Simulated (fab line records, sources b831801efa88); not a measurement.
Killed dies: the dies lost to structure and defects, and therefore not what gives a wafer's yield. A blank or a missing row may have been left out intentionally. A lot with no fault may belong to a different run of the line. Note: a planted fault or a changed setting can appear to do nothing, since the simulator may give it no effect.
Matching of chambers -- flow gf180mcu -- cmp-02 running GF_V2_CMP_26: 4 sister chambers
The step polishes, stops on SiO2, t overpolish 15 s, target thk 0 nm. 4 wafers are shown with their chamber, then 12 later ones without.

## WAFERS PAIRED WITH THEIR CHAMBERS
wafer,chamber,motor current A (A)
L085.1,3,10.9
L085.4,0,10.7
L087.3,1,9.9
L087.5,2,14.1

## WAFERS WHOSE CHAMBER IS MISSING
wafer,motor current A (A)
L088.2,12.8
L088.3,10.3
L088.5,13.6
L089.1,10.0
L089.4,11.2
L089.6,13.2
L093.1,11.0
L093.4,10.7
L093.5,11.0
L095.2,12.9
L095.3,10.8
L095.6,11.2

## THE CHAMBER EACH PASSED THROUGH
wafer,from the rows above,in truth
L088.2,can't be placed: 2 or 3 or 0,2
L088.3,can't be placed: 0 or 1 or 3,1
L088.5,2,2
L089.1,can't be placed: 1 or 0 or 3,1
L089.4,can't be placed: 3 or 0 or 1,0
L089.6,2,2
L093.1,can't be placed: 3 or 0 or 1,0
L093.4,can't be placed: 0 or 3 or 1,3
L093.5,can't be placed: 3 or 0 or 1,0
L095.2,can't be placed: 2 or 3 or 0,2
L095.3,can't be placed: 3 or 0 or 1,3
L095.6,can't be placed: 3 or 0 or 1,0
Correct placement for 2 of the 12. From these rows, 10 cannot be placed; in 10 the true chamber is one of the candidates. Number placed wrongly: 0.
How it was worked out, from the rows above alone: a wafer's distance from a chamber is the root of the sum, over the readings, of the square of ((its reading less the chamber's mean) divided by the reading's scatter). The wafer belongs to the nearest chamber; if the next one is less than 2 further off, it can't be placed. A chamber's mean is the mean of its shown wafers. The scatter: root of mean squared gap, hidden wafer to nearest shown wafer, with one shown wafer a chamber.
